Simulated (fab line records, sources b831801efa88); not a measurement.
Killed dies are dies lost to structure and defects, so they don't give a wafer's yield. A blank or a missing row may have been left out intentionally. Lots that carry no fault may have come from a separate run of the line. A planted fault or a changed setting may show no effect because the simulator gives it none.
Split-lot experiment + flow sky130 + 5 lots, 23 wafers read, on a route of 708 steps

## THE SPLIT ITSELF
At SKY_PWDE_SOFTBAKE_03, the setting tempC was moved away from the recipe's 110 C on 11 of the 23 wafers read, by -2.7% to +1.7%. For the rest of the wafers, this setting stayed at what the recipe calls for.

## FROM THE SPLIT TO THE READING: what the file shows between them, 2 steps
- SKY_PWDE_EXPOSE_04: exposes mask PWDEM, target cd 840 nm
- SKY_PWDE_PEB_05

## THE READING
coat_of_PWDE_COAT_02.thkNm (the simulator's own value, which no gauge read), in nm, at SKY_PWDE_DEVELOP_06 (develop time 60 s). The file does not state a usual value for it. Across the 12 wafers here that went through the recipe, the average is 2994 nm and the standard deviation 6.1 nm.

| wafer  | tool, chamber at the split | tempC as run, C | against the recipe | coat_of_PWDE_COAT_02.thkNm, nm | against lot-mates on the recipe |
|--------|----------------------------|-----------------|--------------------|--------------------------------|---------------------------------|
| L074.1 | lithoTrack-01, 0           | 108.9           | -1.0%              | 2999                           | +10                             |
| L074.2 | lithoTrack-01, 0           | 110             | recipe             | 2992                           | -                               |
| L074.3 | lithoTrack-01, 0           | 110             | recipe             | 2984                           | -                               |
| L074.5 | lithoTrack-01, 0           | 110             | recipe             | 2991                           | -                               |
| L074.6 | lithoTrack-01, 0           | 108.9           | -1.0%              | 3002                           | +13                             |
| L079.2 | lithoTrack-01, 0           | 110             | recipe             | 2992                           | -                               |
| L079.4 | lithoTrack-01, 0           | 110             | recipe             | 3002                           | -                               |
| L079.5 | lithoTrack-01, 0           | 110             | recipe             | 3000                           | -                               |
| L081.1 | lithoTrack-01, 0           | 110             | recipe             | 3006                           | -                               |
| L081.2 | lithoTrack-01, 0           | 111.9           | +1.7%              | 2985                           | -14                             |
| L081.3 | lithoTrack-01, 0           | 111.9           | +1.7%              | 2981                           | -18                             |
| L081.4 | lithoTrack-01, 0           | 110             | recipe             | 2991                           | -                               |
| L081.6 | lithoTrack-01, 0           | 111.9           | +1.7%              | 2982                           | -16                             |
| L082.1 | lithoTrack-04, 0           | 110             | recipe             | 2986                           | -                               |
| L082.2 | lithoTrack-04, 0           | 108.2           | -1.6%              | 3009                           | +20                             |
| L082.3 | lithoTrack-04, 0           | 108.2           | -1.6%              | 3012                           | +24                             |
| L082.4 | lithoTrack-04, 0           | 108.2           | -1.6%              | 3014                           | +26                             |
| L082.6 | lithoTrack-04, 0           | 110             | recipe             | 2991                           | -                               |
| L084.1 | lithoTrack-04, 0           | 107             | -2.7%              | 3024                           | +28                             |
| L084.2 | lithoTrack-04, 0           | 110             | recipe             | 2997                           | -                               |
| L084.3 | lithoTrack-04, 0           | 110             | recipe             | 2995                           | -                               |
| L084.4 | lithoTrack-04, 0           | 107             | -2.7%              | 3027                           | +31                             |
| L084.6 | lithoTrack-04, 0           | 107             | -2.7%              | 3029                           | +33                             |

FIT RESULTS
A straight line over all 23 wafers: coat_of_PWDE_COAT_02.thkNm changes by -10 nm for each +1% of tempC; r = -0.92; the points scatter about the line by 5.7 nm.
The same after taking each lot's own level away (the mean of its wafers on the recipe; 23 wafers): -11.1 nm for each +1%; r = -0.96; scatter 4 nm.
The reading moves by 30 nm for the largest change in tempC, on that fit.
The lots' own levels span 2988.5 to 2998.5 nm, that is 1.6 times the standard deviation above.
The two slopes agree, so the slope changes little with the lot-to-lot level.
Check: for one of the wafers moved furthest among these (-2.7%), held out of the fit, the line's prediction against its lot-mates is +32.2 nm. Against them it came out at +28 nm.

## OTHER SPLITS ON THESE WAFERS
These wafers also went through other splits before the reading. Each is held against what the fit with the lots' levels taken away leaves over:
| other split on the same wafers    | wafers away from the commonest value | r with coat_of_PWDE_COAT_02.thkNm (lot level and that fit taken away) |
|-----------------------------------|--------------------------------------|-----------------------------------------------------------------------|
| SKY_FIELD_ISO_OXIDATION_01 tempC  | 15                                   | -0.11                                                                 |
| SKY_FIELD_ISO_COAT_07 resistThkNm | 11                                   | +0.57                                                                 |
| SKY_FIELD_ISO_ETCH_17 timeS       | 10                                   | +0.15                                                                 |

## THE WHOLE CHAIN: every reading that the file lists as answering this split, in the file's order
| step                | what it does      | reading                                                                     | change (the file's fit)              | r (the file's) |
|---------------------|-------------------|-----------------------------------------------------------------------------|--------------------------------------|----------------|
| SKY_PWDE_DEVELOP_06 | develop time 60 s | coat_of_PWDE_COAT_02.thkNm (the simulator's own value, which no gauge read) | -11.3 nm for each +1% of the setting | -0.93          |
| SKY_PWDE_STRIP_09   | strips in O2/N2   | stripTimeToEndpointS                                                        | withheld for each +1% of the setting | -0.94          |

## FILE'S OWN FIT
coat_of_PWDE_COAT_02.thkNm changes by -11.3 nm for each +1% of tempC, r = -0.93.
